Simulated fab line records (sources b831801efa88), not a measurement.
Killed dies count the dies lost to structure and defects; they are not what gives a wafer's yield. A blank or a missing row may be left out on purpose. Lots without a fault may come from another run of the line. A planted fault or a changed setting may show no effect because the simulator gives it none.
Chamber matching -- flow sky130 -- 4 sister chambers for SKY_POLY_GATE_ETCH_17 on rie_si-01
The step etches poly-Si in HBr/Cl2, stops on SiO2, target depth 180 nm, time 70.5 s. 4 wafers are shown with their chamber, then 7 later ones without.

## WAFERS, EACH WITH ITS CHAMBER
wafer,chamber,drypump_motor_current_A (A)
L109.2,2,6.7
L111.5,3,6.2
L117.3,1,5.7
L117.4,0,5.6

## WAFERS WHOSE CHAMBER IS MISSING
wafer,drypump_motor_current_A (A)
L117.6,5.6
L119.1,6.7
L119.4,5.6
L119.5,5.7
L123.1,6.1
L123.3,5.7
L123.6,5.7

## THE CHAMBER EACH PASSED THROUGH
wafer,from the rows above,in truth
L117.6,0,0
L119.1,2,2
L119.4,0,0
L119.5,1,1
L123.1,3,3
L123.3,1,1
L123.6,1,1
Correct placement for 7 of the 7. Not placeable from these rows: 0. Placed wrongly: 0.
How it was worked out, from the rows above alone: a wafer's distance from a chamber is the root of the sum, over the readings, of the square of ((its reading less the chamber's mean) divided by the reading's scatter). The wafer belongs to the nearest chamber; if the next one is less than 2 further off, it can't be placed. For every chamber, the mean is computed from those of its wafers that are shown. The scatter: root of mean squared gap, hidden wafer to nearest shown wafer, with one shown wafer a chamber.
